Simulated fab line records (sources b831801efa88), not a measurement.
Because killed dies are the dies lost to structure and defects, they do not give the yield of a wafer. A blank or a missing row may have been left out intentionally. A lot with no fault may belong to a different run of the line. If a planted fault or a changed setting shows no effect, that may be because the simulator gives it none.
Comparing a struck lot with a sound one	flow sfq-line	31 out of 325 route steps
Sound: these wafers, L760.1, L760.4, L760.5. Struck: wafers L764.3, L764.4 (left out: L764.1, a lot-mate that was not struck); the cause follows at the end.
For every step that has rows: the tool of each side, followed by ch and its chambers, followed by its first start. Under that, the readings that differ: sound wafers	struck wafers	difference of the means	sigmas: that difference in standard deviations of wafers without a fault.
alike: a reading whose means differ by less than 2 such deviations, as well as words and numbers matching on both sides. not compared: withheld readings; readings where some wafer has no value; bounds like >300 that might hide an equal value; numbers whose values overlap and for which the record gives no deviation.
Wherever a step has rows on one side only, a row that says differs or no value, or a row with sigmas, the two part there. When numbers do not overlap yet have no deviation, they are printed without sigmas and do not part them. Lack of a reading on every wafer of one side parts them only where that side has two or more wafers.

SFQ_INCOMING_BOW_MEAS_900:
  sound on film-metro-01 at day 4 18:00; struck on film-metro-02 at day 5 14:00
  alike: INCOMING_BOW
then, 1 step without rows for these wafers: SFQ_TRILAYER_INCOMING_OXIDATION_002 (target thk 500 nm, ox time 4939 s).
SFQ_TRILAYER_L0_DEP_SPUTTER_003: material MoNx KI, target thk 40 nm, time 100 s.
  sound on pvd-sputter-04 at day 4 20:29; struck on pvd-sputter-04 at day 5 16:29
reading	sound	struck	difference	sigmas
model.MoNx_KI_of_TRILAYER_L0_DEP_SPUTTER_003.thk-nm (nm)	40.24 40.16 39.96	73.52 73.39	+33.34	
  alike: throttle-valve-pct
SFQ_L0_RS_MEAS_901: measurement is done with a four-point probe.
  sound on film-metro-01 at day 4 20:34; struck on film-metro-03 at day 5 16:51
reading	sound	struck	difference	sigmas
L0_MONX_KI_RS (ohm/sq)	43.2 43.2 43.4	23.7 23.7	-19.6	-43
  not compared: hold
SFQ_L0_THK_MEAS_902: measures by xrf.
  sound on film-metro-01 at day 4 20:41; struck on film-metro-03 at day 5 21:47
reading	sound	struck	difference	sigmas
L0_MONX_KI_THK (nm)	39.7 39.6 39.2	72.6 72.6	+33.1	+74
  not compared: hold
then, 5 steps without rows for these wafers: SFQ_TRILAYER_L0_LITHO_COAT_005 (resist thk 600 nm); SFQ_TRILAYER_L0_LITHO_SOFTBAKE_009; SFQ_TRILAYER_L0_LITHO_EXPOSE_006 (exposes mask L0, target cd 2000 nm); SFQ_TRILAYER_L0_LITHO_PEB_008 (peb time 60 s); SFQ_TRILAYER_L0_LITHO_DEVELOP_007 (time 60 s).
-- the record jumps here: 4 days lie between the struck wafers' starts before and after --
SFQ_TRILAYER_L0_BARC_OPEN_METAL_ETCH_010: etches BARC in O2, target depth 125 nm, time 41.7 s.
  sound on rie-metal-01 ch 0,1, day 8 03:58; struck on rie-metal-01 ch 0,1, day 9 13:56
  alike: drypump-motor-current-A, oes-product-au
  not compared: rf-hours-counter-h
SFQ_TRILAYER_L0_ETCH_METAL_ETCH_008: etches MoNx KI in SF6/O2, stops on SiO2, target depth 50 nm, time 25 s.
  sound on rie-metal-01 ch 0,1, day 8 04:01; struck on rie-metal-01 ch 0,1, day 9 14:00
reading	sound	struck	difference	sigmas
oes-product-au (a.u.)	0.873 0.872 0.871	0.998 0.999	+0.126	+20
  alike: drypump-motor-current-A
  not compared: rf-hours-counter-h
SFQ_TRILAYER_L0_STRIP_STRIP_009: strips in O2.
  sound on rie-metal-01 ch 0,1, day 8 04:04; struck on rie-metal-01 ch 0,1, day 9 14:02
  alike: drypump-motor-current-A, oes-product-au
  not compared: rf-hours-counter-h
then, 1 step without rows for these wafers: SFQ_TRILAYER_L0_STRIP_SOLV_CLEAN_010 (cleans in NMP, time 600 s).
SFQ_TRILAYER_L0_CAP_PECVD_011: deposits SiO2 from SiH4/N2O, time 13.333 s, target thk 60 nm.
  sound on pecvd-03 ch 0,1, day 8 04:51; struck on pecvd-03 ch 0,1, day 9 14:49
  alike: heater-power-outer-w, heater-power-w, throttle-valve-pct
then, 6 steps without rows for these wafers: SFQ_TRILAYER_L0_VIA_LITHO_COAT_018 (resist thk 62 nm); SFQ_TRILAYER_L0_VIA_LITHO_COAT_013 (resist thk 650 nm); SFQ_TRILAYER_L0_VIA_LITHO_SOFTBAKE_017; SFQ_TRILAYER_L0_VIA_LITHO_EXPOSE_014 (exposes mask L0V, target cd 700 nm); SFQ_TRILAYER_L0_VIA_LITHO_PEB_016 (peb time 60 s); SFQ_TRILAYER_L0_VIA_LITHO_DEVELOP_015 (time 60 s).
-- the record jumps here: 5 days lie between the struck wafers' starts before and after --
SFQ_L0V_OVL_MEAS_903:
  sound on overlay-01 at day 12 18:02; struck on overlay-02 at day 14 14:50
  alike: L0V_OVL
then, 1 step without rows for these wafers: SFQ_TRILAYER_L0_VIA_BARC_OPEN_VIA_ETCH_021 (etches BARC in O2, target depth 125 nm, time 41.7 s).
SFQ_TRILAYER_L0_VIA_ETCH_VIA_ETCH_016: etches SiO2 in CHF3, stops on MoNx KI, target depth 80 nm.
  sound on rie-diel-01 ch 0,2,3, day 12 18:07; struck on rie-diel-02 ch 0,2, day 14 14:54
  alike: drypump-motor-current-A, oes-product-au
SFQ_TRILAYER_L0_VIA_STRIP_STRIP_017: strips in O2.
  sound on rie-metal-03 ch 0,1, day 12 18:10; struck on rie-metal-04 ch 0,1, day 14 14:57
  alike: drypump-motor-current-A, oes-product-au
  not compared: rf-hours-counter-h
then, 3 steps without rows for these wafers: SFQ_TRILAYER_L0_VIA_STRIP_SOLV_CLEAN_018 (cleans in NMP, time 600 s); SFQ_TRILAYER_M0_DEP_PRE_CLEAN_020 (time 15 s); SFQ_TRILAYER_M0_DEP_SPUTTER_019 (material Nb, target thk 200 nm, time 133.3 s).
SFQ_M0_RS_MEAS_904: measurement is done with a four-point probe.
  sound on film-metro-04 at day 12 19:03; struck on film-metro-04 at day 14 15:50
  alike: M0_NB_RS
then, 1 step without rows for these wafers: SFQ_TRILAYER_M0_LITHO_COAT_026 (resist thk 62 nm).
-- the record jumps here: 66 days lie between the struck wafers' starts before and after --
SFQ_M8_BOW_MEAS_951:
  sound on film-metro-03 at day 79 02:20; struck on film-metro-02 at day 80 17:37
reading	sound	struck	difference	sigmas
model.etest.l0.ohm-sq	43.19 43.28 43.5	23.64 23.68	-19.66	
model.etest.l0.comb-log10-ohm	12 12 12	0 0	-12	
  alike: M8_BOW

== WHERE THEY PART ==
At SFQ_L0_RS_MEAS_901 first; at SFQ_TRILAYER_L0_ETCH_METAL_ETCH_008 last (within this record only). Later steps at which nothing parts them and some readings are alike: SFQ_TRILAYER_L0_STRIP_STRIP_009, SFQ_TRILAYER_L0_CAP_PECVD_011, SFQ_L0V_OVL_MEAS_903, SFQ_TRILAYER_L0_VIA_ETCH_VIA_ETCH_016, SFQ_TRILAYER_L0_VIA_STRIP_STRIP_017, SFQ_M0_RS_MEAS_904, SFQ_M8_BOW_MEAS_951.

WHY: what the simulator had put in
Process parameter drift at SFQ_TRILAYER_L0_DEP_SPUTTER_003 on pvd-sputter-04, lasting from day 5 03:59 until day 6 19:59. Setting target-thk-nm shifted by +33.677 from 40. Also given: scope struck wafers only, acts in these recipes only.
